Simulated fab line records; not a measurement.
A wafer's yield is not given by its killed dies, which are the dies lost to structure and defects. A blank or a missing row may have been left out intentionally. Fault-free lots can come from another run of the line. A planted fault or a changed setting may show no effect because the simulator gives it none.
A struck lot beside a sound one | flow sky130 | 18 steps out of a route of 708
Sound: these wafers, L920.1, L920.5, L920.6. Struck: wafers L921.2, L921.3, L921.6. The cause is given at the end.
At each step with rows: each side's tool, then ch and its chambers, then its first start. Under that, the readings that differ: sound wafers | struck wafers | difference of the means | sigmas: that difference in standard deviations of wafers without a fault.
alike: a reading whose means differ by less than 2 such deviations, as well as words and numbers matching on both sides. not compared: withheld readings; readings where some wafer has no value; bounds like >300 that might hide an equal value; numbers whose values overlap and for which the record gives no deviation.
Wherever a step has rows on one side only, a row that says differs or no value, or a row with sigmas, the two part there. Numbers that don't overlap but have no deviation are shown without sigmas and don't part them. A reading missing from all wafers of one side parts the sides only when that side holds two or more wafers.

first, 1 step without rows for these wafers: SKY_VT_ADJUST_PCH_IMPLANT_08.
SKY_VT_ADJUST_PCH_STRIP_09: strips in O2/N2.
  sound on plasmaAsher-02 ch 0,1, day 10 17:52; struck on plasmaAsher-01 ch 0,1, day 11 01:03
  alike: drypumpMotorCurrentA, oesProductAu, stripTimeToEndpointS
  not compared: rfHoursCounterH
SKY_VT_ADJUST_PCH_TW_MEAS_10:
  struck on filmMetro-03, day 11 01:10; sound on filmMetro-04, day 10 17:58
  alike: VT_ADJUST_PCH_TW
then, 7 steps without rows for these wafers: SKY_SONOS_TUNNEL_DEHYDRATE_00 (time 60 s); SKY_SONOS_TUNNEL_HMDS_01 (prime time 60 s); SKY_SONOS_TUNNEL_COAT_02 (resist thk 1140 nm); SKY_SONOS_TUNNEL_SOFTBAKE_03 (time 60 s); SKY_SONOS_TUNNEL_EXPOSE_04 (exposes mask TUNM, target cd 410 nm); SKY_SONOS_TUNNEL_PEB_05; SKY_SONOS_TUNNEL_DEVELOP_06 (develop time 60 s).
SKY_SONOS_TUNNEL_CD_MEAS_07: the cd target is 410 nm.
  struck on cdSem-01, day 12 00:47; sound on cdSem-01, day 11 17:28
  alike: cdNm
SKY_SONOS_TUNNEL_OVL_MEAS_08:
  struck on overlay-01, day 12 00:53; sound on overlay-02, day 11 17:35
  alike: SONOS_TUNNEL_OVL
SKY_SONOS_TUNNEL_IMPLANT_09:
  sound on implanter-01 ch 0, day 11 17:37; struck on implanter-01 ch 0, day 12 00:57
reading          | sound            | struck         | difference | sigmas
beamOnS (s)      | 9.92 10.14 10.21 | 7.76 7.48 7.55 | -2.49      | -13
faradayCurrentUA | 5.67 5.58 5.53   | 7.25 7.54 7.47 | +1.83      | +17
then, 2 steps without rows for these wafers: SKY_SONOS_TUNNEL_WET_ETCH_10 (etches SiO2 in dHF, target depth 14 nm, time 280 s); SKY_SONOS_TUNNEL_STRIP_11 (strips in SPM, time 600 s).
SKY_SONOS_TUNNEL_TW_MEAS_12:
  struck on filmMetro-01, day 12 01:21; sound on filmMetro-02, day 11 18:02
reading         | sound             | struck            | difference | sigmas
SONOS_TUNNEL_TW | 192.4 193.2 194.4 | 182.1 181.7 181.9 | -11.4      | -6
then, 1 step without rows for these wafers: SKY_SONOS_TUNNEL_CLEAN_13 (cleans in dHF, time 20 s).
-- a jump in the record: the struck wafers' starts before and after are 35 days apart (it breaks off in module SONOS_TUNNEL and resumes in module PAD_OPEN, where the first step shown is number 708 of the route) --
SKY_PAD_OPEN_PROBE_99:
  struck on prober-02, day 46 15:25; sound on prober-01, day 46 09:29
reading                            | sound                   | struck                 | difference | sigmas
model.etest.sonosUncharged.vtV (V) | -0.4454 -0.4409 -0.4436 | -0.4771 -0.504 -0.4778 | -0.0430    | 
  alike: killed_at_M0_to_M3, killed_at_M4_up, killedAtContacts, killedAtFrontEnd, killedAtOther, killedDies, killedOpen, killedShort
  not compared: model.etest.sonosUncharged.rOnOhmUm, model.etest.sonosProgrammed.offLog10AUm

== WHERE THEY PART ==
First at SKY_SONOS_TUNNEL_IMPLANT_09; last, within this record, at SKY_SONOS_TUNNEL_TW_MEAS_12. Later steps at which nothing parts them and some readings are alike: SKY_PAD_OPEN_PROBE_99.

WHY: the cause the simulator had injected
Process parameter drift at SKY_SONOS_TUNNEL_IMPLANT_09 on implanter-01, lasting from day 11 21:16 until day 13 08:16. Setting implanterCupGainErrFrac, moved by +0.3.
